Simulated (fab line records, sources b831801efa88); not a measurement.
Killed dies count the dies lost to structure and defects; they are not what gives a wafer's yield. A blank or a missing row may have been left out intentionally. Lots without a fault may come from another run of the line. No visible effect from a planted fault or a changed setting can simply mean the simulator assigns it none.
What tool caused it?    flow sky130    33 wafers from 11 lots sampled at 7 of the route's 708 steps

WHAT EACH GAUGE READ, for each wafer
SKY_VT_ADJUST_HVTP_CD_MEAS_07: target cd 380 nm.
lot   measured      on         cd_nm (nm)
L838  day 6 04:25   cd_sem-02  381.1 379.3 377.4
L842  day 7 05:22   cd_sem-01  379.5 378.5 378.9
L843  day 7 13:29   cd_sem-02  377.9 378.0 378.7
L844  day 7 18:46   cd_sem-01  383.3 383.6 384.5
L848  day 8 16:20   cd_sem-02  379.3 377.6 381.6
L857  day 11 15:29  cd_sem-02  - - -
L856  day 11 16:03  cd_sem-02  - - -
L859  day 11 20:26  cd_sem-02  381.4 380.3 378.3
L858  day 11 20:51  cd_sem-01  380.8 381.6 378.3
L860  day 12 02:54  cd_sem-02  377.0 376.1 375.9
L861  day 12 10:23  cd_sem-02  384.5 382.9 383.6

SKY_VT_ADJUST_LVTN_TW_MEAS_10.
lot   measured      on             VT_ADJUST_LVTN_TW
L838  day 6 22:37   film_metro-03  244.8 244.4 244.5
L842  day 8 01:51   film_metro-02  243.6 242.0 244.0
L843  day 8 09:20   film_metro-02  241.1 241.9 241.9
L844  day 8 16:03   film_metro-03  243.7 241.1 243.0
L848  day 9 13:44   film_metro-03  242.3 240.9 241.3
L857  day 12 16:06  film_metro-03  1347.7 1353.8 1353.1
L856  day 12 16:41  film_metro-03  1355.0 1350.8 1354.7
L859  day 12 21:26  film_metro-04  242.3 241.1 241.0
L858  day 12 21:53  film_metro-02  244.2 243.9 243.7
L860  day 13 03:32  film_metro-02  244.9 243.5 244.1
L861  day 13 12:22  film_metro-04  242.4 243.1 242.4

SKY_VT_ADJUST_LVTN_TW_MEAS_21.
lot   measured      on             VT_ADJUST_LVTN_2_TW
L838  day 7 17:52   film_metro-02  188.6 187.8 187.4
L842  day 8 22:20   film_metro-04  189.1 189.3 187.9
L843  day 9 05:24   film_metro-04  186.1 186.8 186.2
L844  day 9 12:56   film_metro-03  187.2 186.4 187.7
L848  day 10 12:11  film_metro-03  187.8 187.7 187.3
L857  day 13 17:40  film_metro-02  1353.7 1355.6 1361.8
L856  day 13 18:20  film_metro-04  1358.0 1348.6 1356.5
L859  day 13 23:05  film_metro-03  189.8 189.1 189.0
L858  day 13 23:26  film_metro-02  189.7 188.9 189.1
L860  day 14 05:26  film_metro-03  188.6 188.5 189.3
L861  day 14 15:10  film_metro-03  188.3 188.2 188.7

SKY_LI_CONTACT_THK_MEAS_23: measures by xrf.
lot   measured      on             LI_CONTACT_W_THK (nm)
L838  day 29 03:38  film_metro-02  395 396 398
L842  day 30 10:11  film_metro-01  387 390 387
L843  day 31 06:32  film_metro-02  386 391 386
L844  day 31 10:46  film_metro-01  395 390 388
L848  day 32 14:44  film_metro-02  400 399 396
L857  day 36 04:05  film_metro-02  387 387 386
L856  day 36 03:44  film_metro-03  391 385 387
L859  day 36 05:25  film_metro-02  387 386 385
L858  day 36 07:58  film_metro-02  387 385 382
L860  day 37 03:29  film_metro-02  385 385 382
L861  day 37 08:06  film_metro-03  389 390 388

SKY_LOCAL_INTERCONNECT_RS_MEAS_01: measures by four-point-probe.
lot   measured      on             LOCAL_INTERCONNECT_TIN_RS (ohm/sq)
L838  day 29 04:08  film_metro-04  14.05 14.28 14.15
L842  day 30 10:36  film_metro-02  14.03 14.16 14.13
L843  day 31 06:58  film_metro-02  14.00 13.94 13.95
L844  day 31 11:13  film_metro-04  14.26 14.18 14.13
L848  day 32 15:09  film_metro-03  14.02 13.82 13.94
L857  day 36 04:30  film_metro-04  14.14 14.28 14.24
L856  day 36 04:14  film_metro-04  14.12 14.05 14.02
L859  day 36 05:52  film_metro-02  14.09 14.20 14.06
L858  day 36 08:24  film_metro-04  14.13 14.14 14.14
L860  day 37 03:55  film_metro-02  14.08 14.16 14.11
L861  day 37 08:33  film_metro-04  14.11 14.09 14.11

TOOL THAT RAN EACH LOT (tool first, then ch and the chambers of the sampled wafers, then the start)
lot   SKY_VT_ADJUST_HVTP_COAT_02         SKY_LI_CONTACT_CMP_02
L838  litho_track-03 ch 0, day 5 19:22   cmp-01 ch 0,1, day 27 21:40
L842  litho_track-01 ch 0, day 6 20:02   cmp-01 ch 1,2, day 29 04:31
L843  litho_track-04 ch 0, day 7 04:08   cmp-02 ch 0,1, day 30 01:41
L844  litho_track-04 ch 0, day 7 08:29   cmp-02 ch 1,2, day 30 05:35
L848  litho_track-04 ch 0, day 8 05:44   cmp-02 ch 0,1,2, day 31 09:02
L857  litho_track-04, day 11 03:56       cmp-01 ch 2,3, day 35 00:05
L856  litho_track-03, day 11 04:44       cmp-01 ch 0,1,3, day 34 23:25
L859  litho_track-04 ch 0, day 11 08:50  cmp-01 ch 0,1,2, day 35 02:04
L858  litho_track-04 ch 0, day 11 09:25  cmp-02 ch 1,3, day 35 04:39
L860  litho_track-03 ch 0, day 11 14:44  cmp-01 ch 0,1,3, day 35 23:55
L861  litho_track-04 ch 0, day 11 21:40  cmp-02 ch 1,2,3, day 36 04:59
- SKY_VT_ADJUST_HVTP_COAT_02: resist thk 1140 nm.
- SKY_LI_CONTACT_CMP_02: polishes PSG.

WHAT THE TOOLS THEMSELVES READ (means of the sampled wafers that have a number; where no wafer has one, the mark that the record gives instead)
SKY_VT_ADJUST_HVTP_COAT_02.
lot   tool            chill_plate_temp_C (C)  dispense_pressure_kPa (kPa)
L838  litho_track-03  22.96                   50.0
L842  litho_track-01  23.13                   48.3
L843  litho_track-04  23.03                   54.7
L844  litho_track-04  22.86                   54.6
L848  litho_track-04  22.97                   54.6
L857  litho_track-04  -                       -
L856  litho_track-03  -                       -
L859  litho_track-04  22.97                   54.7
L858  litho_track-04  22.89                   54.7
L860  litho_track-03  22.93                   50.1
L861  litho_track-04  23.04                   54.7

SKY_LI_CONTACT_CMP_02.
lot   tool    motor_current_A (A)  time_to_endpoint_s (s)
L838  cmp-01  12.4                 26.8
L842  cmp-01  11.9                 31.6
L843  cmp-02  11.4                 29.5
L844  cmp-02  11.6                 30.6
L848  cmp-02  11.9                 27.6
L857  cmp-01  11.8                 29.6
L856  cmp-01  11.7                 33.5
L859  cmp-01  11.6                 30.8
L858  cmp-02  10.6                 29.1
L860  cmp-01  12.2                 31.5
L861  cmp-02  11.6                 31.0

THE ANSWER, worked out from the rows above alone
Rule: the lots themselves supply what counts as usual. The widest of any qualifying gaps counts: lots, ordered by their means at a reading, are off when they make up no more than a third of the lots, leave a main group of 4 or more, and stand apart from it by 3 or more times the standard deviation of that group's means. Not used: any main group whose means are identical at the precision the tables above print for the reading. Also off: a lot with no number at a reading for which 4 or more lots have one. The other lots that the step has rows for count as sound. After the gauges, taken in route order, come the tools' own readings; for these a lot's mean is taken, as printed above. The first step at which some lot is off is used, and at that step the reading that is off furthest; a lot without a number counts as furthest.
Off, at SKY_VT_ADJUST_HVTP_CD_MEAS_07 on cd_nm: L857, L856. Without a number there: L857, L856. For the main group the mean is 380.0 nm and the standard deviation 2.3.
If a tool, at a process step before that reading, ran all the lots that are off and no sound lot after the first of them, it fits. The gauges at SKY_VT_ADJUST_HVTP_CD_MEAS_07 aren't tried: what is off there is off at SKY_VT_ADJUST_LVTN_TW_MEAS_10 too, on other tools, and a gauge's error can't cause that. Of those tried, none fits.

WHAT THE SIMULATOR HAD PUT IN
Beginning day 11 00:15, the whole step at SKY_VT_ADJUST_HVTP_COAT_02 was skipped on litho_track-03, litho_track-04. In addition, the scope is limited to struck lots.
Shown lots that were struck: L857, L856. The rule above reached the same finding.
